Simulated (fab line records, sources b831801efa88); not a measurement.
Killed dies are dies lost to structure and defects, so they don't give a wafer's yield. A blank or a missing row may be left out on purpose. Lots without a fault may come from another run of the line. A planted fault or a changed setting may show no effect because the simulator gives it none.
Which tool did it? | flow gf180mcu | 14 lots, 42 wafers sampled, at 2 steps of a route of 602

WHAT THE GAUGES READ, wafer by wafer
GF_CONTACT_THK_MEAS_26: measures by xrf. Usual: CONTACT_W_THK 293 nm, standard deviation 5.
lot  | measured     | on            | CONTACT_W_THK (nm) | flag
L336 | day 16 04:32 | film_metro-02 | 287 289 293        |
L337 | day 16 10:17 | film_metro-02 | 293 295 289        |
L338 | day 16 23:02 | film_metro-02 | 296 291 295        |
L339 | day 17 07:31 | film_metro-02 | 291 287 285        |
L340 | day 17 16:01 | film_metro-03 | 294 295 290        |
L341 | day 18 04:31 | film_metro-03 | 299 293 297        |
L346 | day 20 04:05 | film_metro-03 | 301 303 299        |
L347 | day 20 11:39 | film_metro-02 | 294 295 295        |
L348 | day 20 18:37 | film_metro-03 | 294 293 298        |
L350 | day 21 11:38 | film_metro-03 | 292 289 287        |
L355 | day 22 23:19 | film_metro-02 | 288 285 283        |
L356 | day 23 10:49 | film_metro-02 | 291 284 288        |
L357 | day 23 17:10 | film_metro-03 | 295 292 295        |
L359 | day 24 07:15 | film_metro-02 | 297 294 297        |

WHICH TOOL RAN EACH LOT (tool, then ch and the chambers of the sampled wafers, then the start)
lot  | GF_HV_LDD_DEVELOP_18
L336 | litho_track-01 ch 0, day 10 18:55
L337 | litho_track-01 ch 0, day 11 01:16
L338 | litho_track-01 ch 0, day 11 11:23
L339 | litho_track-02 ch 0, day 11 16:04
L340 | litho_track-03 ch 0, day 12 01:25
L341 | litho_track-01 ch 0, day 12 11:44
L346 | litho_track-02 ch 0, day 14 03:20
L347 | litho_track-02 ch 0, day 14 07:50
L348 | litho_track-01 ch 0, day 14 15:14
L350 | litho_track-01 ch 0, day 15 06:39
L355 | litho_track-02 ch 0, day 16 16:41
L356 | litho_track-01 ch 0, day 17 04:38
L357 | litho_track-01 ch 0, day 17 10:11
L359 | litho_track-03 ch 0, day 18 00:49
- GF_HV_LDD_DEVELOP_18: develop time 60 s.

WHAT THE TOOLS THEMSELVES READ (means of the sampled wafers that have a number; where no wafer has one, the mark that the record gives instead)
GF_HV_LDD_DEVELOP_18. Usual: chill_plate_temp_C 22.99 C, standard deviation 0.1; developer_temp_C 23.01 C, standard deviation 0.12; exhaust_pa 45.1 Pa, standard deviation 0.92.
lot  | tool           | chill_plate_temp_C (C) | developer_temp_C (C) | exhaust_pa (Pa) | flag
L336 | litho_track-01 | 23.02                  | 23.06                | 44.5            |
L337 | litho_track-01 | 22.80                  | 22.94                | 44.5            |
L338 | litho_track-01 | 22.96                  | 22.88                | 45.2            |
L339 | litho_track-02 | 22.98                  | 22.94                | 46.1            |
L340 | litho_track-03 | 23.00                  | 23.00                | 44.8            |
L341 | litho_track-01 | 23.09                  | 22.92                | 45.5            |
L346 | litho_track-02 | 22.86                  | 23.01                | 44.6            |
L347 | litho_track-02 | 22.99                  | 22.96                | 45.5            |
L348 | litho_track-01 | 22.99                  | 23.04                | 45.4            |
L350 | litho_track-01 | 23.04                  | 23.12                | 44.4            |
L355 | litho_track-02 | 22.91                  | 23.12                | 46.0            |
L356 | litho_track-01 | 23.00                  | 22.27                | 45.7            | OFF
L357 | litho_track-01 | 22.98                  | 22.36                | 44.5            | OFF
L359 | litho_track-03 | 23.02                  | 23.03                | 45.6            |

THE ANSWER, worked out from the rows above alone
Rule: a lot is off if the mean of its wafers that have a number lies more than 3 standard deviations from the usual mean. A lot without any number at a reading at which 4 lots or more have one is off too. The other lots that the step has rows for count as sound. The gauges are gone through in route order, then the tools' own readings, and for those a lot's mean is taken as printed above. The first step at which some lot is off is used, and at that step the reading that is off furthest; a lot without a number counts as furthest.
Off: L356, L357, at GF_HV_LDD_DEVELOP_18 (developer_temp_C).
A tool fits if, at that step or a process step before it, it ran every lot that is off, and no sound lot after the first of them. One fits: litho_track-01 at GF_HV_LDD_DEVELOP_18. Its last sound lot is L350 (day 15 06:39), its first lot that is off L356 (day 17 04:38): a fault that began between those two fits.
The tool's own readings at GF_HV_LDD_DEVELOP_18 bear it out: on the lots that are off they differ by more than 5 times the standard deviation of the sound lots' means. developer_temp_C reads 22.31 C there against 23.00 C on the sound lots.

WHAT THE SIMULATOR HAD PUT IN
Process parameter drift: litho_track-01, from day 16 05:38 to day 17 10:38, at GF_HV_LDD_DEVELOP_18. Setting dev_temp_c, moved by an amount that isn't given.
Lots struck among those shown: L356, L357. The rule above found the same.
